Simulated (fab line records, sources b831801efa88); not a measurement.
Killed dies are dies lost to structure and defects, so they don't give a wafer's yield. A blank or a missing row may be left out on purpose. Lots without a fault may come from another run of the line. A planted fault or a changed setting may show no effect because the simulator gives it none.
Split-lot experiment | flow sky130 | 5 lots, 23 wafers read, on a route of 708 steps

THE SPLIT
At SKY_GATE_OXIDE_OXIDATION_01 (stabilise 600 s, purge 300 s, target thk 10.268 nm), the setting temp_c was moved away from the recipe's 900 C on 15 of the 23 wafers read, by +1.1% to +3.0%. The other wafers ran this setting at the recipe's value.

The file shows no step between the split and the reading.

THE READING
GATE_OXIDE_OXIDATION_00_THK, in nm, at SKY_GATE_OXIDE_THK_MEAS_02. Fault-free wafers of this fab line usually give 10.41 nm, standard deviation 0.18 nm.

wafer  | tool, chamber at the split | temp_c as run, C | against the recipe | GATE_OXIDE_OXIDATION_00_THK, nm | against lot-mates on the recipe
L075.1 | -, -                       | 909.6            | +1.1%              | 11.42                           | no lot-mate on the recipe
L075.2 | -, -                       | 909.6            | +1.1%              | 11.58                           | no lot-mate on the recipe
L075.4 | -, -                       | 909.6            | +1.1%              | 11.49                           | no lot-mate on the recipe
L075.5 | -, -                       | 909.6            | +1.1%              | 11.59                           | no lot-mate on the recipe
L075.6 | -, -                       | 909.6            | +1.1%              | 11.66                           | no lot-mate on the recipe
L078.1 | furnace-01, 0              | 900              | recipe             | 10.15                           | -
L078.4 | furnace-01, 0              | 900              | recipe             | 10.38                           | -
L078.6 | furnace-01, 0              | 900              | recipe             | 10.30                           | -
L079.1 | -, -                       | 915              | +1.7%              | 12.58                           | no lot-mate on the recipe
L079.3 | -, -                       | 915              | +1.7%              | 12.72                           | no lot-mate on the recipe
L079.4 | -, -                       | 915              | +1.7%              | 12.50                           | no lot-mate on the recipe
L079.5 | -, -                       | 915              | +1.7%              | 12.59                           | no lot-mate on the recipe
L079.6 | -, -                       | 915              | +1.7%              | 12.44                           | no lot-mate on the recipe
L084.1 | -, -                       | 900              | recipe             | 10.27                           | -
L084.3 | -, -                       | 900              | recipe             | 10.45                           | -
L084.4 | -, -                       | 900              | recipe             | 10.36                           | -
L084.5 | -, -                       | 900              | recipe             | 10.36                           | -
L084.6 | -, -                       | 900              | recipe             | 10.26                           | -
L085.1 | -, -                       | 926.8            | +3.0%              | 13.55                           | no lot-mate on the recipe
L085.2 | -, -                       | 926.8            | +3.0%              | 13.70                           | no lot-mate on the recipe
L085.3 | -, -                       | 926.8            | +3.0%              | 13.64                           | no lot-mate on the recipe
L085.4 | -, -                       | 926.8            | +3.0%              | 13.75                           | no lot-mate on the recipe
L085.6 | -, -                       | 926.8            | +3.0%              | 13.82                           | no lot-mate on the recipe

THE FIT
A straight line over all 23 wafers: GATE_OXIDE_OXIDATION_00_THK changes by +1.16 nm for each +1% of temp_c; r = +0.99; the points scatter about the line by 0.18 nm.
Too few moved wafers have a lot-mate on the recipe to fit a line with each lot's own level taken away.

THE WHOLE CHAIN: every reading that the file lists as answering this split, in the file's order
step                        | what it does                                       | reading                                                                                 | change (the file's fit)              | r (the file's)
SKY_GATE_OXIDE_OXIDATION_01 | stabilise 600 s, purge 300 s, target thk 10.268 nm | SiO2_of_GATE_OXIDE_OXIDATION_01.thk_nm (the simulator's own value, which no gauge read) | +1.16 nm for each +1% of the setting | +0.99
SKY_GATE_OXIDE_THK_MEAS_02  |                                                    | GATE_OXIDE_OXIDATION_00_THK                                                             | +1.16 for each +1% of the setting    | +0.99
SKY_GATE_OXIDE_OXIDATION_16 | stabilise 600 s, purge 300 s, target thk 3.57 nm   | SiO2_of_GATE_OXIDE_OXIDATION_01.thk_nm (the simulator's own value, which no gauge read) | +1.07 nm for each +1% of the setting | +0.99

THE FILE'S OWN FIT
GATE_OXIDE_OXIDATION_00_THK changes by +1.16 nm for each +1% of temp_c, r = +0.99.
